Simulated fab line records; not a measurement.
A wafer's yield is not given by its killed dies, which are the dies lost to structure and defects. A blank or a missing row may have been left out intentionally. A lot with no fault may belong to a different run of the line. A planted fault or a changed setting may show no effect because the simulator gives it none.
A struck lot beside a sound one    flow sky130    15 steps out of a route of 708
Sound: these wafers, L112.1, L112.4, L112.5. Wafers struck: L120.2, L120.4, L120.5. The cause comes at the end.
Per side, at each step with rows, come the tool, then ch with its chambers, and then its first start. Under that, the readings that differ: sound wafers    struck wafers    difference of the means    sigmas: that difference in standard deviations of wafers without a fault.
alike: same words and numbers on both sides, and readings whose means sit less than 2 such deviations apart. not compared: any withheld reading, any reading some wafer has no value for, any bound like >300 that may hide the same value, and any number with overlapping values for which the record gives no deviation.
Wherever a step has rows on one side only, a row that says differs or no value, or a row with sigmas, the two part there. Numbers that have no deviation but don't overlap get no sigmas and don't part them. A reading missing from all wafers of one side parts the sides only when that side holds two or more wafers.

first, 8 steps without rows for these wafers: SKY_POLY_GATE_DEHYDRATE_05 (time 60 s); SKY_POLY_GATE_HMDS_06 (prime time 60 s); SKY_POLY_GATE_COAT_07 (resist thk 110 nm); SKY_POLY_GATE_COAT_08 (resist thk 450 nm); SKY_POLY_GATE_SOFTBAKE_09 (time 90 s); SKY_POLY_GATE_EXPOSE_10 (exposes mask P1M, target cd 150 nm); SKY_POLY_GATE_PEB_11; SKY_POLY_GATE_DEVELOP_12 (develop time 60 s).
SKY_POLY_GATE_CD_MEAS_13: target cd 150 nm.
  sound on cd sem-02 at day 16 03:07; struck on cd sem-02 at day 19 15:39
  alike: cd nm
SKY_POLY_GATE_OVL_MEAS_14:
  sound on overlay-02 at day 16 03:14; struck on overlay-02 at day 19 15:45
reading             sound    struck  difference  sigmas
POLY_GATE_OVL (nm)  0 -3 -8  7 9 7   +11         +2
SKY_POLY_GATE_ETCH_15: etches BARC in N2/H2, stops on SiO2, time 118.5 s, target depth 110 nm.
  sound on rie diel-03 ch 1,2,3, day 16 03:16; struck on rie diel-04 ch 0,1,3, day 19 15:47
reading                 sound                 struck                difference  sigmas
throttle valve pct (%)  13.224 13.218 13.226  13.203 13.193 13.192  -0.027      -2
  alike: drypump motor current A, n2 flow sccm, oes product au
  not compared: rf hours counter h
SKY_POLY_GATE_ETCH_16: etches Si3N4 in CH3F/O2, stops on poly-Si, time 147.5 s, target depth 75 nm.
  sound on rie diel-03 ch 1,2,3, day 16 03:21; struck on rie diel-04 ch 0,1,3, day 19 15:52
  alike: drypump motor current A, oes product au, throttle valve pct
  not compared: rf hours counter h
SKY_POLY_GATE_ETCH_17: etches poly-Si in HBr/Cl2, stops on SiO2, target depth 180 nm, time 70.5 s.
  sound on rie si-02 ch 2,3, day 16 03:27; struck on rie si-02 ch 1,3, day 19 15:58
reading                                sound                    struck                   difference  sigmas
over etch frac                         0.56667 0.56667 0.56667  0.51952 0.51952 0.51952  -0.04715    
model.POLY_GATE.feature depth nm (nm)  177 179.2 178            172.4 171.6 172.1        -6.0        
model.etch.depth nm (nm)               177 179.2 178            172.4 171.6 172.1        -6.0        
  alike: drypump motor current A, oes product au, throttle valve pct
  not compared: rf hours counter h
SKY_POLY_GATE_STRIP_18: strips in O2/N2.
  sound on plasma asher-02 ch 0,1, day 16 03:30; struck on plasma asher-01 ch 1, day 19 16:03
  alike: drypump motor current A, n2 flow sccm, oes product au, strip time to endpoint s
  not compared: rf hours counter h
then, 1 step without rows for these wafers: SKY_PAD_OPEN_PROBE_99.

WHERE THEY PART
Last at SKY_POLY_GATE_ETCH_15 as far as this record goes, first at SKY_POLY_GATE_OVL_MEAS_14. Later steps at which nothing parts them and some readings are alike: SKY_POLY_GATE_ETCH_16, SKY_POLY_GATE_ETCH_17, SKY_POLY_GATE_STRIP_18.

WHY: what the simulator had put in
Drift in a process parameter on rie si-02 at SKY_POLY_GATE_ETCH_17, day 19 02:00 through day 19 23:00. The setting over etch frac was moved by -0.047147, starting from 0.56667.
